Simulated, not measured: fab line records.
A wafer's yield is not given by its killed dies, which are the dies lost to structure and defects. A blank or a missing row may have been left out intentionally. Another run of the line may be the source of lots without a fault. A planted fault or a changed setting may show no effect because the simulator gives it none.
Matching of chambers	flow gf180mcu	GF_V1_ETCH_16 on rie diel-03 has 4 sister chambers
The step etches BARC in N2/H2. 14 wafers are shown with their chamber, then 6 later ones without.

== WAFERS PAIRED WITH THEIR CHAMBERS ==
wafer	chamber	drypump motor current A (A)	throttle valve pct (%)	oes product au (a.u.)
L263.2	3	5.5	13.218	0.846
L263.3	0	5.0	13.235	0.860
L263.6	3	5.5	13.230	0.854
L268.1	3	5.5	13.227	0.858
L268.3	2	5.6	13.229	0.859
L268.6	1	5.5	13.210	0.858
L270.2	0	5.1	13.226	0.845
L270.3	3	5.5	13.229	0.852
L270.6	0	5.0	13.218	0.856
L269.1	0	5.1	13.233	0.859
L269.3	2	5.6	13.217	0.857
L269.6	2	5.6	13.226	0.856
L272.4	3	5.5	13.232	0.853
L272.5	3	5.5	13.213	0.860

SIGNATURES (averages over the wafers above)
reading	chamber 0	chamber 1	chamber 2	chamber 3	scatter within a chamber
drypump motor current A	5.050	5.500	5.600	5.500	0.0316
throttle valve pct	13.22800	13.21000	13.22400	13.22483	0.00737
oes product au	0.85500	0.85800	0.85733	0.85383	0.00517
Rule: a wafer's distance from a chamber is the root of the sum, over the readings, of the square of ((its reading less the chamber's mean) divided by the reading's scatter). The wafer belongs to the nearest chamber; if the next one is less than 2 further off, it can't be placed. How the scatter is found: for the shown wafers, subtract from each reading the mean of its chamber, square and add these, divide the total by (wafers less chambers), then take the root.

== WAFERS WITHOUT THEIR CHAMBER ==
wafer	drypump motor current A (A)	throttle valve pct (%)	oes product au (a.u.)
L272.6	5.0	13.249	0.847
L282.3	5.6	13.228	0.858
L282.6	5.1	13.230	0.852
L284.1	5.5	13.248	0.856
L284.3	5.6	13.230	0.851
L284.6	5.5	13.213	0.847

== EACH ONE'S CHAMBER ==
wafer	from the rows above	in truth
L272.6	0	0
L282.3	2	2
L282.6	0	0
L284.1	can't be placed: 3 or 2 or 1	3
L284.3	can't be placed: 2 or 3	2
L284.6	can't be placed: 3 or 1 or 2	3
Placed correctly: 3 of 6. Can't be placed from these rows: 3 (the true chamber is among the candidates in 3). Placed wrongly: 0.
